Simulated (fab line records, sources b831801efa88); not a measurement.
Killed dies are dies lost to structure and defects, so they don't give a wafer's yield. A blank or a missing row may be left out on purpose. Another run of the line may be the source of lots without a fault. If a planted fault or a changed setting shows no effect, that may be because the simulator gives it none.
fab line records :: flow gf180mcu :: part 2 of 2: steps 33 to 45 of 45
record
  lots=5
  wafers=15
  last_day=34
route steps=602 shown VT_IMPLANT@104 MVSD@136 NWELL@137 LVPWELL@138 MVPSD@139 DUAL_GATE@141
lots untouched by any fault: they come from a run of this same line in which no faults occurred
start_h: the number of hours between the record's first day and the start of the first shown wafer of the lot :: wait_h: hours elapsed since this lot's preceding step :: " unchanged from the row above :: L1.1+2: a row that stands for several wafers :: - no value, or no start was given :: * or withheld: withheld :: < > ~ a bound
route shown NAME@n: NAME is a module with steps in the file, n the number in the route of the first one :: usual: mean/standard deviation taken from wafers without a fault :: same: alike in all rows :: chamber/n: place in a boat :: sites: the reading at each site :: _std_site: how widely they spread, as a standard deviation :: _edge_site: inner sites' mean taken away from outer sites' mean :: radius_mm: how far each site lies from the wafer's centre :: mask NAME#n: copy n :: behind: tool/chamber where the wafer was last shaped :: hold: what put the lot on hold/how long, in hours/how the hold closed :: device: which transistor (n, p or np) failed to switch :: end of line: the tests these same wafers got at the end of their route :: step lacking rows: just its recipe :: killed: dies lost to structure and defects at the first sort, not the wafer's yield :: map: dies across one wafer; x = killed, . = not, _ = none there
set.NAME: the run value of the setting; set.NAME@STEP: its run value at that earlier step :: model.NAME: the simulator's own value behind a step, which no gauge read
a table for each step, a row for each wafer; lots at some steps of the route
services: from which hour (start_h, from the record's first day; less than 0 if before it) a tool's chamber was out of use, for how many hours, and why
## steps
# step GF_VT_IMPLANT_RS_MEAS_46
# recipe
  thk_meas_gauge=four-point-probe
# usual
  MVSD_RS=456.5/1.2
lot.wafer: L079.1
tool: film_metro-01
chamber: -
start_h: 190.40
wait_h: 0.1
MVSD_RS[ohm/sq]: 456.2

lot.wafer: L079.2
tool: film_metro-01
chamber: -
start_h: 190.40
wait_h: 0.1
MVSD_RS[ohm/sq]: 456.6

lot.wafer: L079.4
tool: film_metro-01
chamber: -
start_h: 190.40
wait_h: 0.1
MVSD_RS[ohm/sq]: 455.7

lot.wafer: L081.1
tool: film_metro-01
chamber: -
start_h: 209.40
wait_h: 0.1
MVSD_RS[ohm/sq]: 455.7

lot.wafer: L081.2
tool: film_metro-01
chamber: -
start_h: 209.40
wait_h: 0.1
MVSD_RS[ohm/sq]: 454.5

lot.wafer: L081.4
tool: film_metro-01
chamber: -
start_h: 209.40
wait_h: 0.1
MVSD_RS[ohm/sq]: 454.5

lot.wafer: L092.1
tool: film_metro-02
chamber: -
start_h: 277.65
wait_h: 0.1
MVSD_RS[ohm/sq]: 454.5

lot.wafer: L092.3
tool: film_metro-02
chamber: -
start_h: 277.65
wait_h: 0.1
MVSD_RS[ohm/sq]: 454.7

lot.wafer: L092.4
tool: film_metro-02
chamber: -
start_h: 277.65
wait_h: 0.1
MVSD_RS[ohm/sq]: 455.7

lot.wafer: L096.1
tool: film_metro-02
chamber: -
start_h: 308.80
wait_h: 0.1
MVSD_RS[ohm/sq]: 457.7

lot.wafer: L096.2
tool: film_metro-02
chamber: -
start_h: 308.80
wait_h: 0.1
MVSD_RS[ohm/sq]: 457.4

lot.wafer: L096.4
tool: film_metro-02
chamber: -
start_h: 308.80
wait_h: 0.1
MVSD_RS[ohm/sq]: 455.8

lot.wafer: L097.3
tool: film_metro-04
chamber: -
start_h: 311.74
wait_h: 0.1
MVSD_RS[ohm/sq]: 457.3

lot.wafer: L097.4
tool: film_metro-04
chamber: -
start_h: 311.74
wait_h: 0.1
MVSD_RS[ohm/sq]: 458.6

lot.wafer: L097.5
tool: film_metro-04
chamber: -
start_h: 311.74
wait_h: 0.1
MVSD_RS[ohm/sq]: 457.6
# step GF_VT_IMPLANT_RS_MEAS_47
# recipe
  thk_meas_gauge=four-point-probe
# usual
  NWELL_RS=487.3/1.6
lot.wafer: L079.1
tool: film_metro-01
chamber: -
start_h: 190.52
wait_h: 0.1
NWELL_RS[ohm/sq]: 485.7

lot.wafer: L079.2
tool: film_metro-01
chamber: -
start_h: 190.52
wait_h: 0.1
NWELL_RS[ohm/sq]: 485.5

lot.wafer: L079.4
tool: film_metro-01
chamber: -
start_h: 190.52
wait_h: 0.1
NWELL_RS[ohm/sq]: 486.6

lot.wafer: L081.1
tool: film_metro-01
chamber: -
start_h: 209.52
wait_h: 0.1
NWELL_RS[ohm/sq]: 487.6

lot.wafer: L081.2
tool: film_metro-01
chamber: -
start_h: 209.52
wait_h: 0.1
NWELL_RS[ohm/sq]: 487.6

lot.wafer: L081.4
tool: film_metro-01
chamber: -
start_h: 209.52
wait_h: 0.1
NWELL_RS[ohm/sq]: 487.7

lot.wafer: L092.1
tool: film_metro-02
chamber: -
start_h: 277.77
wait_h: 0.1
NWELL_RS[ohm/sq]: 488.1

lot.wafer: L092.3
tool: film_metro-02
chamber: -
start_h: 277.77
wait_h: 0.1
NWELL_RS[ohm/sq]: 486.8

lot.wafer: L092.4
tool: film_metro-02
chamber: -
start_h: 277.77
wait_h: 0.1
NWELL_RS[ohm/sq]: 487.6

lot.wafer: L096.1
tool: film_metro-02
chamber: -
start_h: 308.92
wait_h: 0.1
NWELL_RS[ohm/sq]: 488.7

lot.wafer: L096.2
tool: film_metro-02
chamber: -
start_h: 308.92
wait_h: 0.1
NWELL_RS[ohm/sq]: 489.7

lot.wafer: L096.4
tool: film_metro-02
chamber: -
start_h: 308.92
wait_h: 0.1
NWELL_RS[ohm/sq]: 489.4

lot.wafer: L097.3
tool: film_metro-04
chamber: -
start_h: 311.86
wait_h: 0.1
NWELL_RS[ohm/sq]: 487.1

lot.wafer: L097.4
tool: film_metro-04
chamber: -
start_h: 311.86
wait_h: 0.1
NWELL_RS[ohm/sq]: 487.1

lot.wafer: L097.5
tool: film_metro-04
chamber: -
start_h: 311.86
wait_h: 0.1
NWELL_RS[ohm/sq]: 486.4
# step GF_VT_IMPLANT_RS_MEAS_48
# recipe
  thk_meas_gauge=four-point-probe
# usual
  LVPWELL_RS=1196/3.1
lot.wafer: L079.1
tool: film_metro-01
chamber: -
start_h: 190.64
wait_h: 0.1
LVPWELL_RS[ohm/sq]: 1198

lot.wafer: L079.2
tool: film_metro-01
chamber: -
start_h: 190.64
wait_h: 0.1
LVPWELL_RS[ohm/sq]: 1195

lot.wafer: L079.4
tool: film_metro-01
chamber: -
start_h: 190.64
wait_h: 0.1
LVPWELL_RS[ohm/sq]: 1193

lot.wafer: L081.1
tool: film_metro-01
chamber: -
start_h: 209.64
wait_h: 0.1
LVPWELL_RS[ohm/sq]: 1203

lot.wafer: L081.2
tool: film_metro-01
chamber: -
start_h: 209.64
wait_h: 0.1
LVPWELL_RS[ohm/sq]: 1203

lot.wafer: L081.4
tool: film_metro-01
chamber: -
start_h: 209.64
wait_h: 0.1
LVPWELL_RS[ohm/sq]: 1204

lot.wafer: L092.1
tool: film_metro-02
chamber: -
start_h: 277.89
wait_h: 0.1
LVPWELL_RS[ohm/sq]: 1198

lot.wafer: L092.3
tool: film_metro-02
chamber: -
start_h: 277.89
wait_h: 0.1
LVPWELL_RS[ohm/sq]: 1195

lot.wafer: L092.4
tool: film_metro-02
chamber: -
start_h: 277.89
wait_h: 0.1
LVPWELL_RS[ohm/sq]: 1197

lot.wafer: L096.1
tool: film_metro-02
chamber: -
start_h: 309.04
wait_h: 0.1
LVPWELL_RS[ohm/sq]: 1201

lot.wafer: L096.2
tool: film_metro-02
chamber: -
start_h: 309.04
wait_h: 0.1
LVPWELL_RS[ohm/sq]: 1197

lot.wafer: L096.4
tool: film_metro-02
chamber: -
start_h: 309.04
wait_h: 0.1
LVPWELL_RS[ohm/sq]: 1197

lot.wafer: L097.3
tool: film_metro-04
chamber: -
start_h: 311.98
wait_h: 0.1
LVPWELL_RS[ohm/sq]: 1194

lot.wafer: L097.4
tool: film_metro-04
chamber: -
start_h: 311.98
wait_h: 0.1
LVPWELL_RS[ohm/sq]: 1192

lot.wafer: L097.5
tool: film_metro-04
chamber: -
start_h: 311.98
wait_h: 0.1
LVPWELL_RS[ohm/sq]: 1195
# step GF_VT_IMPLANT_RS_MEAS_49
# recipe
  thk_meas_gauge=four-point-probe
# usual
  MVPSD_RS=1167.9/2.7
lot.wafer: L079.1
tool: film_metro-01
chamber: -
start_h: 190.76
wait_h: 0.1
MVPSD_RS[ohm/sq]: 1171.8

lot.wafer: L079.2
tool: film_metro-01
chamber: -
start_h: 190.76
wait_h: 0.1
MVPSD_RS[ohm/sq]: 1168.6

lot.wafer: L079.4
tool: film_metro-01
chamber: -
start_h: 190.76
wait_h: 0.1
MVPSD_RS[ohm/sq]: 1170.5

lot.wafer: L081.1
tool: film_metro-01
chamber: -
start_h: 209.76
wait_h: 0.1
MVPSD_RS[ohm/sq]: 1164.3

lot.wafer: L081.2
tool: film_metro-01
chamber: -
start_h: 209.76
wait_h: 0.1
MVPSD_RS[ohm/sq]: 1161.9

lot.wafer: L081.4
tool: film_metro-01
chamber: -
start_h: 209.76
wait_h: 0.1
MVPSD_RS[ohm/sq]: 1166.9

lot.wafer: L092.1
tool: film_metro-02
chamber: -
start_h: 278.01
wait_h: 0.1
MVPSD_RS[ohm/sq]: 1166.5

lot.wafer: L092.3
tool: film_metro-02
chamber: -
start_h: 278.01
wait_h: 0.1
MVPSD_RS[ohm/sq]: 1167.7

lot.wafer: L092.4
tool: film_metro-02
chamber: -
start_h: 278.01
wait_h: 0.1
MVPSD_RS[ohm/sq]: 1168.6

lot.wafer: L096.1
tool: film_metro-02
chamber: -
start_h: 309.16
wait_h: 0.1
MVPSD_RS[ohm/sq]: 1167.6

lot.wafer: L096.2
tool: film_metro-02
chamber: -
start_h: 309.16
wait_h: 0.1
MVPSD_RS[ohm/sq]: 1165.0

lot.wafer: L096.4
tool: film_metro-02
chamber: -
start_h: 309.16
wait_h: 0.1
MVPSD_RS[ohm/sq]: 1163.7

lot.wafer: L097.3
tool: film_metro-04
chamber: -
start_h: 312.10
wait_h: 0.1
MVPSD_RS[ohm/sq]: 1170.4

lot.wafer: L097.4
tool: film_metro-04
chamber: -
start_h: 312.10
wait_h: 0.1
MVPSD_RS[ohm/sq]: 1171.7

lot.wafer: L097.5
tool: film_metro-04
chamber: -
start_h: 312.10
wait_h: 0.1
MVPSD_RS[ohm/sq]: 1168.1
# step GF_VT_IMPLANT_WET_ETCH_50
# recipe
  chemistry=dHF
  target_depth_nm=20
  target=SiO2
  temp_c=25
  dilution=100:1
  time_s=400
lot.wafer: L079.1+2+4
tool: wet_bench-01
chamber: 2
start_h: 190.88
wait_h: 0.1

lot.wafer: L081.1+2+4
tool: wet_bench-04
chamber: 3
start_h: 209.88
wait_h: 0.1

lot.wafer: L092.1+3+4
tool: wet_bench-04
chamber: 0
start_h: 278.13
wait_h: 0.1

lot.wafer: L096.1+2+4
tool: wet_bench-03
chamber: 2
start_h: 309.28
wait_h: 0.1

lot.wafer: L097.3+4+5
tool: wet_bench-04
chamber: 0
start_h: 312.18
wait_h: 0.1
# step GF_DUAL_GATE_CLEAN_00
# recipe
  chemistry=SC1/SC2
  mix=1:4:20
  temp_c=70
  time_s=150
lot.wafer: L079.1+2+4
tool: wet_bench-03
chamber: 0
start_h: 191.00
wait_h: 0.0

lot.wafer: L081.1+2+4
tool: wet_bench-04
chamber: 0
start_h: 210.00
wait_h: 0.0

lot.wafer: L092.1+3+4
tool: wet_bench-03
chamber: 1
start_h: 278.25
wait_h: 0.0

lot.wafer: L096.1+2+4
tool: wet_bench-04
chamber: 0
start_h: 309.40
wait_h: 0.0

lot.wafer: L097.3+4+5
tool: wet_bench-03
chamber: 0
start_h: 312.30
wait_h: 0.0
# step GF_DUAL_GATE_CLEAN_01
# recipe
  chemistry=dHF
  time_s=20
  dilution=100:1
  dry=ipa_marangoni
lot.wafer: L079.1+2+4
tool: wet_bench-04
chamber: 2
start_h: 191.06
wait_h: 0.0

lot.wafer: L081.1+2+4
tool: wet_bench-01
chamber: 0
start_h: 210.05
wait_h: 0.0

lot.wafer: L092.1+3+4
tool: wet_bench-01
chamber: 3
start_h: 278.30
wait_h: 0.0

lot.wafer: L096.1+2+4
tool: wet_bench-03
chamber: 1
start_h: 309.45
wait_h: 0.0

lot.wafer: L097.3+4+5
tool: wet_bench-04
chamber: 2
start_h: 312.35
wait_h: 0.0
# step GF_DUAL_GATE_OXIDATION_02
# recipe
  temp_c=900
  ambient=O2
  stabilise_s=600
  purge_s=300
  target_thk_a=108.87
  ox_time_s=1602
# usual
  ox_temp_c_max=907.3/1.3
  spike_tc_centre_C=900.6/1.1
  zone_power_centre_pct=16.1/0.33
lot.wafer: L079.1
tool: furnace-01
chamber: 0
start_h: 191.20
wait_h: 0.1
ox_temp_c_max: 907.5
spike_tc_centre_C: 902.2
zone_power_centre_pct: 15.9

lot.wafer: L079.2
tool: furnace-01
chamber: 0
start_h: 191.20
wait_h: 0.1
ox_temp_c_max: 906.9
spike_tc_centre_C: 901.4
zone_power_centre_pct: 16.0

lot.wafer: L079.4
tool: furnace-01
chamber: 0
start_h: 191.20
wait_h: 0.1
ox_temp_c_max: 906.7
spike_tc_centre_C: 901.7
zone_power_centre_pct: 15.8

lot.wafer: L081.1
tool: furnace-01
chamber: 0
start_h: 210.06
wait_h: 0.0
ox_temp_c_max: 908.3
spike_tc_centre_C: 899.0
zone_power_centre_pct: 15.8

lot.wafer: L081.2
tool: furnace-01
chamber: 0
start_h: 210.06
wait_h: 0.0
ox_temp_c_max: 906.4
spike_tc_centre_C: 902.8
zone_power_centre_pct: 15.9

lot.wafer: L081.4
tool: furnace-01
chamber: 0
start_h: 210.06
wait_h: 0.0
ox_temp_c_max: 908.6
spike_tc_centre_C: 902.2
zone_power_centre_pct: 15.7

lot.wafer: L092.1
tool: furnace-02
chamber: 0
start_h: 278.32
wait_h: 0.0
ox_temp_c_max: 906.5
spike_tc_centre_C: 898.3
zone_power_centre_pct: 16.4

lot.wafer: L092.3
tool: furnace-02
chamber: 0
start_h: 278.32
wait_h: 0.0
ox_temp_c_max: 905.9
spike_tc_centre_C: 900.1
zone_power_centre_pct: 16.3

lot.wafer: L092.4
tool: furnace-02
chamber: 0
start_h: 278.32
wait_h: 0.0
ox_temp_c_max: 906.0
spike_tc_centre_C: 898.6
zone_power_centre_pct: 16.4

lot.wafer: L096.1
tool: furnace-01
chamber: 0
start_h: 309.47
wait_h: 0.0
ox_temp_c_max: 908.0
spike_tc_centre_C: 902.3
zone_power_centre_pct: 16.0

lot.wafer: L096.2
tool: furnace-01
chamber: 0
start_h: 309.47
wait_h: 0.0
ox_temp_c_max: 906.1
spike_tc_centre_C: 902.3
zone_power_centre_pct: 16.0

lot.wafer: L096.4
tool: furnace-01
chamber: 0
start_h: 309.47
wait_h: 0.0
ox_temp_c_max: 907.6
spike_tc_centre_C: 901.8
zone_power_centre_pct: 15.8

lot.wafer: L097.3
tool: furnace-01
chamber: 0
start_h: 315.26
wait_h: 2.9
ox_temp_c_max: 907.8
spike_tc_centre_C: 900.6
zone_power_centre_pct: 16.2

lot.wafer: L097.4
tool: furnace-01
chamber: 0
start_h: 315.26
wait_h: 2.9
ox_temp_c_max: 908.1
spike_tc_centre_C: 900.0
zone_power_centre_pct: 15.7

lot.wafer: L097.5
tool: furnace-01
chamber: 0
start_h: 315.26
wait_h: 2.9
ox_temp_c_max: 913.0
spike_tc_centre_C: 898.0
zone_power_centre_pct: 15.8
# step GF_DUAL_GATE_THK_MEAS_03
# recipe
  reads=SiO2_of_DUAL_GATE_OXIDATION_02
# usual
  DUAL_GATE_OXIDATION_00_THK=10.94/0.23
lot.wafer: L079.1
tool: film_metro-02
chamber: -
start_h: 192.65
wait_h: 0.0
DUAL_GATE_OXIDATION_00_THK[nm]: 11.27

lot.wafer: L079.2
tool: film_metro-02
chamber: -
start_h: 192.65
wait_h: 0.0
DUAL_GATE_OXIDATION_00_THK[nm]: 11.04

lot.wafer: L079.4
tool: film_metro-02
chamber: -
start_h: 192.65
wait_h: 0.0
DUAL_GATE_OXIDATION_00_THK[nm]: 11.25

lot.wafer: L081.1
tool: film_metro-02
chamber: -
start_h: 211.51
wait_h: 0.0
DUAL_GATE_OXIDATION_00_THK[nm]: 10.90

lot.wafer: L081.2
tool: film_metro-02
chamber: -
start_h: 211.51
wait_h: 0.0
DUAL_GATE_OXIDATION_00_THK[nm]: 10.80

lot.wafer: L081.4
tool: film_metro-02
chamber: -
start_h: 211.51
wait_h: 0.0
DUAL_GATE_OXIDATION_00_THK[nm]: 10.74

lot.wafer: L092.1
tool: film_metro-02
chamber: -
start_h: 279.76
wait_h: 0.0
DUAL_GATE_OXIDATION_00_THK[nm]: 11.21

lot.wafer: L092.3
tool: film_metro-02
chamber: -
start_h: 279.76
wait_h: 0.0
DUAL_GATE_OXIDATION_00_THK[nm]: 11.03

lot.wafer: L092.4
tool: film_metro-02
chamber: -
start_h: 279.76
wait_h: 0.0
DUAL_GATE_OXIDATION_00_THK[nm]: 11.03

lot.wafer: L096.1
tool: film_metro-02
chamber: -
start_h: 310.91
wait_h: 0.0
DUAL_GATE_OXIDATION_00_THK[nm]: 10.66

lot.wafer: L096.2
tool: film_metro-02
chamber: -
start_h: 310.91
wait_h: 0.0
DUAL_GATE_OXIDATION_00_THK[nm]: 10.60

lot.wafer: L096.4
tool: film_metro-02
chamber: -
start_h: 310.91
wait_h: 0.0
DUAL_GATE_OXIDATION_00_THK[nm]: 10.69

lot.wafer: L097.3
tool: film_metro-03
chamber: -
start_h: 316.72
wait_h: 0.0
DUAL_GATE_OXIDATION_00_THK[nm]: 10.36

lot.wafer: L097.4
tool: film_metro-03
chamber: -
start_h: 316.72
wait_h: 0.0
DUAL_GATE_OXIDATION_00_THK[nm]: 10.46

lot.wafer: L097.5
tool: film_metro-03
chamber: -
start_h: 316.72
wait_h: 0.0
DUAL_GATE_OXIDATION_00_THK[nm]: 10.42
# step GF_DUAL_GATE_DEHYDRATE_04
# recipe
  temp_c=200
  time_s=60
lot.wafer: L079.1+2+4
tool: litho_track-04
chamber: 0
start_h: 200.71
wait_h: 8.0

lot.wafer: L081.1+2+4
tool: litho_track-04
chamber: 0
start_h: 219.16
wait_h: 7.6

lot.wafer: L092.1+3+4
tool: litho_track-04
chamber: 0
start_h: 289.40
wait_h: 9.6

lot.wafer: L096.1+2+4
tool: litho_track-02
chamber: 0
start_h: 320.45
wait_h: 9.5

lot.wafer: L097.3+4+5
tool: litho_track-03
chamber: 0
start_h: 326.61
wait_h: 9.9
# step GF_DUAL_GATE_HMDS_05
# recipe
  prime_time_s=60
  prime_temp_c=120
lot.wafer: L079.1+2+4
tool: litho_track-04
chamber: 0
start_h: 200.86
wait_h: 0.1

lot.wafer: L081.1+2+4
tool: litho_track-04
chamber: 0
start_h: 219.31
wait_h: 0.1

lot.wafer: L092.1+3+4
tool: litho_track-04
chamber: 0
start_h: 289.55
wait_h: 0.1

lot.wafer: L096.1+2+4
tool: litho_track-02
chamber: 0
start_h: 320.60
wait_h: 0.1

lot.wafer: L097.3+4+5
tool: litho_track-03
chamber: 0
start_h: 326.76
wait_h: 0.1
# step GF_DUAL_GATE_COAT_06
# recipe
  resist=NOVOLAK
  spin_rpm=3000
  resist_thk_nm=1000
lot.wafer: L079.1+2+4
tool: litho_track-04
chamber: 0
start_h: 201.01
wait_h: 0.1

lot.wafer: L081.1+2+4
tool: litho_track-04
chamber: 0
start_h: 219.46
wait_h: 0.1

lot.wafer: L092.1+3+4
tool: litho_track-04
chamber: 0
start_h: 289.70
wait_h: 0.1

lot.wafer: L096.1+2+4
tool: litho_track-02
chamber: 0
start_h: 320.75
wait_h: 0.1

lot.wafer: L097.3+4+5
tool: litho_track-03
chamber: 0
start_h: 326.91
wait_h: 0.1
# step GF_DUAL_GATE_SOFTBAKE_07
# recipe
  temp_c=90
  time_s=60
  resist=NOVOLAK
lot.wafer: L079.1+2+4
tool: litho_track-04
chamber: 0
start_h: 201.16
wait_h: 0.1

lot.wafer: L081.1+2+4
tool: litho_track-04
chamber: 0
start_h: 219.61
wait_h: 0.1

lot.wafer: L092.1+3+4
tool: litho_track-04
chamber: 0
start_h: 289.85
wait_h: 0.1

lot.wafer: L096.1+2+4
tool: litho_track-02
chamber: 0
start_h: 320.90
wait_h: 0.1

lot.wafer: L097.3+4+5
tool: litho_track-03
chamber: 0
start_h: 327.06
wait_h: 0.1
## services
tool: implanter-04
chamber: -
start_h: 125.00
hours: 57.1
kind: pm

tool: implanter-02
chamber: -
start_h: 126.16
hours: 0.6
kind: repair

tool: iline_stepper-01
chamber: 0
start_h: 128.60
hours: -
kind: calibration

tool: iline_stepper-01
chamber: -
start_h: 135.49
hours: 2.3
kind: repair

tool: plasma_asher-03
chamber: -
start_h: 139.57
hours: 2.4
kind: repair

tool: iline_stepper-01
chamber: -
start_h: 143.80
hours: 3.6
kind: repair

tool: iline_stepper-02
chamber: 0
start_h: 160.56
hours: -
kind: calibration

tool: iline_stepper-02
chamber: -
start_h: 162.59
hours: 1.7
kind: pm

tool: wet_bench-01
chamber: -
start_h: 163.03
hours: 3.1
kind: repair

tool: iline_stepper-01
chamber: -
start_h: 173.13
hours: 3.5
kind: repair

tool: plasma_asher-04
chamber: -
start_h: 174.74
hours: 1.2
kind: repair

tool: implanter-04
chamber: -
start_h: 203.15
hours: 5.5
kind: pm

tool: furnace-01
chamber: -
start_h: 203.82
hours: 2.3
kind: pm

tool: furnace-02
chamber: -
start_h: 212.91
hours: 5.0
kind: pm

tool: wet_bench-03
chamber: -
start_h: 227.95
hours: 3.6
kind: repair

tool: implanter-04
chamber: -
start_h: 247.29
hours: 6.3
kind: pm

tool: implanter-01
chamber: -
start_h: 277.72
hours: 2.4
kind: repair

tool: iline_stepper-01
chamber: -
start_h: 295.88
hours: 1.7
kind: pm

tool: implanter-02
chamber: -
start_h: 296.39
hours: 3.3
kind: repair

tool: wet_bench-03
chamber: -
start_h: 301.85
hours: 0.8
kind: repair

tool: furnace-02
chamber: -
start_h: 313.30
hours: 13.7
kind: pm
